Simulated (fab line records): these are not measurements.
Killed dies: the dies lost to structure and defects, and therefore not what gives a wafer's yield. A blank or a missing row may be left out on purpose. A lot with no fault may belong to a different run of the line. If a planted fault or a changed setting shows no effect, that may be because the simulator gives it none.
Which tool was responsible? -- flow gf180mcu -- 15 lots with 45 wafers sampled at 4 steps, on a route of 602 steps

== WHAT THE GAUGES SHOWED, per wafer ==
GF_V1_THK_MEAS_03.
lot,measured,on,V1_CVD_02_THK (nm)
L147,day 17 05:40,filmMetro-02,843 862 853
L148,day 17 09:38,filmMetro-04,848 861 854
L149,day 17 18:42,filmMetro-04,848 841 848
L152,day 18 20:27,filmMetro-02,872 867 848
L154,day 19 19:43,filmMetro-04,846 864 865
L155,day 20 03:35,filmMetro-02,843 833 846
L156,day 21 02:34,filmMetro-04,850 853 856
L157,day 21 10:40,filmMetro-02,836 835 856
L158,day 21 14:46,filmMetro-01,829 843 826
L159,day 21 23:58,filmMetro-02,827 861 838
L160,day 22 06:55,filmMetro-01,845 840 847
L164,day 23 12:04,filmMetro-04,854 847 872

== WHICH TOOL RAN EACH LOT (tool, then ch and the chambers of the sampled wafers, then the start) ==
lot,GF_PSD_STRIP_10,GF_M1_SPUTTER_03,GF_M1_METAL_ETCH_16
L147,"plasmaAsher-04 ch 0,1, day 14 07:50","pvdSputter-04, day 16 06:26","rieMetal-02 ch 0,1, day 17 04:49"
L148,"plasmaAsher-02 ch 0,1, day 14 10:41","pvdSputter-02, day 16 09:54","rieMetal-04 ch 0,1, day 17 08:47"
L149,"plasmaAsher-03 ch 0, day 14 19:40","pvdSputter-03, day 16 18:26","rieMetal-04 ch 0,1, day 17 17:49"
L152,"plasmaAsher-02 ch 0,1, day 15 18:36","pvdSputter-03, day 17 19:28","rieMetal-01 ch 0,1, day 18 19:37"
L154,"plasmaAsher-03 ch 0,1, day 16 17:01","pvdSputter-04, day 18 18:05","rieMetal-02 ch 0,1, day 19 18:52"
L155,"plasmaAsher-02 ch 0,1, day 17 00:14","pvdSputter-04, day 19 02:26","rieMetal-04 ch 0,1, day 20 02:42"
L156,"plasmaAsher-03 ch 0,1, day 17 23:14","pvdSputter-03, day 20 01:51","rieMetal-04 ch 0,1, day 21 01:43"
L157,"plasmaAsher-03 ch 0, day 18 05:52","pvdSputter-03, day 20 09:50","rieMetal-04 ch 0,1, day 21 09:46"
L158,"plasmaAsher-04 ch 0,1, day 18 10:19","pvdSputter-02, day 20 14:04","rieMetal-02 ch 0,1, day 21 13:55"
L159,"plasmaAsher-03 ch 1, day 18 17:54","pvdSputter-03, day 20 22:49","rieMetal-04 ch 1, day 21 23:04"
L160,"plasmaAsher-02 ch 0,1, day 19 02:22","pvdSputter-03, day 21 06:22","rieMetal-01 ch 0, day 22 06:04"
L164,"plasmaAsher-02 ch 0,1, day 20 09:23","pvdSputter-03, day 22 11:55","rieMetal-04 ch 0,1, day 23 11:11"
L165,"plasmaAsher-04 ch 0,1, day 20 14:23","pvdSputter-03, day 22 17:23","rieMetal-04 ch 0,1, day 23 16:46"
L166,"plasmaAsher-04 ch 0,1, day 20 21:49","pvdSputter-03, day 22 23:31","rieMetal-01 ch 0,1, day 23 22:16"
L167,"plasmaAsher-03 ch 0,1, day 21 04:32","pvdSputter-04, day 23 06:02","rieMetal-04 ch 0,1, day 24 04:36"
- GF_PSD_STRIP_10: strips in O2/N2.
- GF_M1_SPUTTER_03: material Ti, target thk 10 nm, time 6.7 s.
- GF_M1_METAL_ETCH_16: etches the open film in Cl2/BCl3, stops on SiO2, target depth 627.5 nm, time 104.6 s.

== WHAT THE TOOLS THEMSELVES READ (means of the sampled wafers that have a number; where no wafer has one, the mark that the record gives instead) ==
GF_PSD_STRIP_10.
lot,tool,drypumpMotorCurrentA (A),heaterPowerW (W),o2FlowSccm (sccm),oesProductAu (a.u.),platenTempC (C),stripTimeToEndpointS (s)
L147,plasmaAsher-04,5.8,300,3004,0.590,249.97,16.57
L148,plasmaAsher-02,6.0,345,3000,0.592,249.97,16.56
L149,plasmaAsher-03,5.6,340,2995,0.590,249.82,16.53
L152,plasmaAsher-02,5.9,360,2991,0.590,249.86,16.54
L154,plasmaAsher-03,5.0,343,2992,0.591,249.98,16.58
L155,plasmaAsher-02,5.9,359,3003,0.593,249.96,16.48
L156,plasmaAsher-03,5.0,331,2998,0.592,250.01,16.50
L157,plasmaAsher-03,5.6,345,2997,0.596,249.89,16.56
L158,plasmaAsher-04,6.1,301,3003,0.594,250.11,16.55
L159,plasmaAsher-03,4.6,336,2996,0.590,249.92,16.54
L160,plasmaAsher-02,6.0,342,3009,0.594,249.95,16.52
L164,plasmaAsher-02,5.9,366,3004,0.592,250.11,16.53
L165,plasmaAsher-04,6.1,301,2995,0.590,249.87,16.53
L166,plasmaAsher-04,6.1,302,3012,0.587,250.03,16.54
L167,plasmaAsher-03,5.3,343,2998,0.593,250.08,16.51

GF_M1_SPUTTER_03.
lot,tool,cathodeDcPowerW (W),chamberPressurePa (Pa),throttleValvePct (%)
L147,pvdSputter-04,3000.1,0.2997,29.8
L148,pvdSputter-02,3000.1,0.3007,31.6
L149,pvdSputter-03,3000.0,0.3005,29.0
L152,pvdSputter-03,3000.4,0.2996,29.1
L154,pvdSputter-04,3000.4,0.3004,29.9
L155,pvdSputter-04,2999.9,0.3002,29.8
L156,pvdSputter-03,2999.5,0.2997,30.7
L157,pvdSputter-03,3000.2,0.2998,29.3
L158,pvdSputter-02,3000.0,0.3001,31.1
L159,pvdSputter-03,3000.0,0.3012,30.8
L160,pvdSputter-03,3000.0,0.3001,28.4
L164,pvdSputter-03,2999.7,0.2992,30.0
L165,pvdSputter-03,-,-,-
L166,pvdSputter-03,-,-,-
L167,pvdSputter-04,-,-,-

GF_M1_METAL_ETCH_16.
lot,tool,drypumpMotorCurrentA (A),oesProductAu (a.u.),throttleValvePct (%)
L147,rieMetal-02,6.14,0.969,28.245
L148,rieMetal-04,5.63,0.973,28.247
L149,rieMetal-04,5.79,0.974,28.247
L152,rieMetal-01,6.06,0.977,28.246
L154,rieMetal-02,6.14,0.978,28.245
L155,rieMetal-04,5.62,0.971,28.248
L156,rieMetal-04,5.78,0.968,28.254
L157,rieMetal-04,5.79,0.980,28.252
L158,rieMetal-02,6.13,0.976,28.248
L159,rieMetal-04,5.93,0.968,28.248
L160,rieMetal-01,6.17,0.972,28.253
L164,rieMetal-04,5.64,0.969,28.265
L165,rieMetal-04,5.79,0.954,28.272
L166,rieMetal-01,6.04,0.956,28.263
L167,rieMetal-04,5.63,0.970,28.255

== THE ANSWER, worked out from the rows above alone ==
Rule: what is usual is taken from the lots themselves. Put in order of their means at a reading, lots are off if they are a third of the lots or fewer, leave a main group of 4 or more, and stand apart from it by a gap of 3 or more times the standard deviation of the main group's means; of several such gaps the widest counts. The tables above print the reading to a certain number of digits; a main group whose means all agree to those digits is not used. Also off: a lot with no number at a reading for which 4 or more lots have one. Any other lot the step has rows for is counted as sound. First the gauges in route order, then the tools' own readings, where a lot's mean is used as printed above. The first step at which some lot is off is used, and at that step the reading that is off furthest; a lot without a number counts as furthest.
Off: L165, L166, L167 (GF_M1_SPUTTER_03, cathodeDcPowerW). Without a number there: L165, L166, L167. The main group: mean 3000.0 W, standard deviation 0.25.
If a tool, at that step or one of the process steps before it, ran each lot that is off and ran no sound lot following the first of them, it fits. No candidate that was tried fits.

== WHAT THE SIMULATOR PUT IN ==
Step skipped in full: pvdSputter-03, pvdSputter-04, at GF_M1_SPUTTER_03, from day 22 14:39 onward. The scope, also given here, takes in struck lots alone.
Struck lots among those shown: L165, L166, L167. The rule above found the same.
